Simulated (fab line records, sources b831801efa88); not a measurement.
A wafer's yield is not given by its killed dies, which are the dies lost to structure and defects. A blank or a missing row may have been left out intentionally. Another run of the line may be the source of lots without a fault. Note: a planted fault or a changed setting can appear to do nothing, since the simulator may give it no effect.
Chamber matching || flow gf180mcu || 3 sister chambers for GF_V3_CVD_00 on hdpcvd-01
The step deposits SiO2, target thk 600 nm, time 100 s. 18 wafers are shown with their chamber, then 9 later ones without.

WAFERS PAIRED WITH THEIR CHAMBERS
{"wafer": "L858.3", "chamber": 0, "sih4 flow sccm (sccm)": 59.79, "pressure mtorr (mTorr)": 6.001}
{"wafer": "L858.4", "chamber": 2, "sih4 flow sccm (sccm)": 59.96, "pressure mtorr (mTorr)": 5.997}
{"wafer": "L858.5", "chamber": 1, "sih4 flow sccm (sccm)": 59.97, "pressure mtorr (mTorr)": 5.995}
{"wafer": "L869.1", "chamber": 1, "sih4 flow sccm (sccm)": 60.39, "pressure mtorr (mTorr)": 5.991}
{"wafer": "L869.2", "chamber": 2, "sih4 flow sccm (sccm)": 60.05, "pressure mtorr (mTorr)": 5.998}
{"wafer": "L869.3", "chamber": 0, "sih4 flow sccm (sccm)": 59.65, "pressure mtorr (mTorr)": 5.994}
{"wafer": "L870.2", "chamber": 0, "sih4 flow sccm (sccm)": 59.56, "pressure mtorr (mTorr)": 5.994}
{"wafer": "L870.4", "chamber": 2, "sih4 flow sccm (sccm)": 59.86, "pressure mtorr (mTorr)": 5.989}
{"wafer": "L870.5", "chamber": 0, "sih4 flow sccm (sccm)": 59.94, "pressure mtorr (mTorr)": 6.009}
{"wafer": "L871.1", "chamber": 0, "sih4 flow sccm (sccm)": 59.60, "pressure mtorr (mTorr)": 6.002}
{"wafer": "L871.3", "chamber": 1, "sih4 flow sccm (sccm)": 60.13, "pressure mtorr (mTorr)": 6.002}
{"wafer": "L871.6", "chamber": 0, "sih4 flow sccm (sccm)": 59.74, "pressure mtorr (mTorr)": 5.995}
{"wafer": "L874.1", "chamber": 2, "sih4 flow sccm (sccm)": 59.58, "pressure mtorr (mTorr)": 6.004}
{"wafer": "L874.2", "chamber": 0, "sih4 flow sccm (sccm)": 60.15, "pressure mtorr (mTorr)": 6.005}
{"wafer": "L874.4", "chamber": 2, "sih4 flow sccm (sccm)": 59.78, "pressure mtorr (mTorr)": 5.995}
{"wafer": "L876.2", "chamber": 0, "sih4 flow sccm (sccm)": 60.28, "pressure mtorr (mTorr)": 5.994}
{"wafer": "L876.4", "chamber": 1, "sih4 flow sccm (sccm)": 59.83, "pressure mtorr (mTorr)": 6.001}
{"wafer": "L876.5", "chamber": 2, "sih4 flow sccm (sccm)": 59.89, "pressure mtorr (mTorr)": 6.003}

SIGNATURES (means of the wafers above)
{"reading": "sih4 flow sccm", "chamber 0": 59.8387, "chamber 1": 60.0800, "chamber 2": 59.8533, "scatter within a chamber": 0.229}
{"reading": "pressure mtorr", "chamber 0": 5.99925, "chamber 1": 5.99725, "chamber 2": 5.99767, "scatter within a chamber": 0.00561}
Rule: a wafer's distance from a chamber is the root of the sum, over the readings, of the square of ((its reading less the chamber's mean) divided by the reading's scatter). If the next closest chamber is less than 2 further off than the closest, the wafer can't be placed; otherwise it belongs to the closest. The scatter: take each reading less its chamber's mean, square it, sum over the shown wafers, divide by the number of wafers less the number of chambers, and take the root.

WAFERS WHOSE CHAMBER IS MISSING
{"wafer": "L878.2", "sih4 flow sccm (sccm)": 59.75, "pressure mtorr (mTorr)": 5.995}
{"wafer": "L878.3", "sih4 flow sccm (sccm)": 60.31, "pressure mtorr (mTorr)": 6.008}
{"wafer": "L878.4", "sih4 flow sccm (sccm)": 60.36, "pressure mtorr (mTorr)": 6.002}
{"wafer": "L879.1", "sih4 flow sccm (sccm)": 60.00, "pressure mtorr (mTorr)": 5.996}
{"wafer": "L879.4", "sih4 flow sccm (sccm)": 60.05, "pressure mtorr (mTorr)": 5.999}
{"wafer": "L879.5", "sih4 flow sccm (sccm)": 60.04, "pressure mtorr (mTorr)": 5.978}
{"wafer": "L881.2", "sih4 flow sccm (sccm)": 59.69, "pressure mtorr (mTorr)": 5.995}
{"wafer": "L881.3", "sih4 flow sccm (sccm)": 60.09, "pressure mtorr (mTorr)": 5.989}
{"wafer": "L881.6", "sih4 flow sccm (sccm)": 60.13, "pressure mtorr (mTorr)": 6.005}

WHICH CHAMBER EACH WENT THROUGH
{"wafer": "L878.2", "from the rows above": "can't be placed: 2 or 0 or 1", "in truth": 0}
{"wafer": "L878.3", "from the rows above": "can't be placed: 1 or 0 or 2", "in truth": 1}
{"wafer": "L878.4", "from the rows above": "can't be placed: 1 or 0 or 2", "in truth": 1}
{"wafer": "L879.1", "from the rows above": "can't be placed: 1 or 2 or 0", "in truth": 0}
{"wafer": "L879.4", "from the rows above": "can't be placed: 1 or 2 or 0", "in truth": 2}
{"wafer": "L879.5", "from the rows above": "can't be placed: 1 or 2 or 0", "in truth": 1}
{"wafer": "L881.2", "from the rows above": "can't be placed: 2 or 0 or 1", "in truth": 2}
{"wafer": "L881.3", "from the rows above": "can't be placed: 1 or 2 or 0", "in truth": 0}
{"wafer": "L881.6", "from the rows above": "can't be placed: 1 or 0 or 2", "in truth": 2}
Correct placement for 0 of the 9. These rows do not allow placing 9 (true chamber among the candidates in 9). 0 placed wrongly.
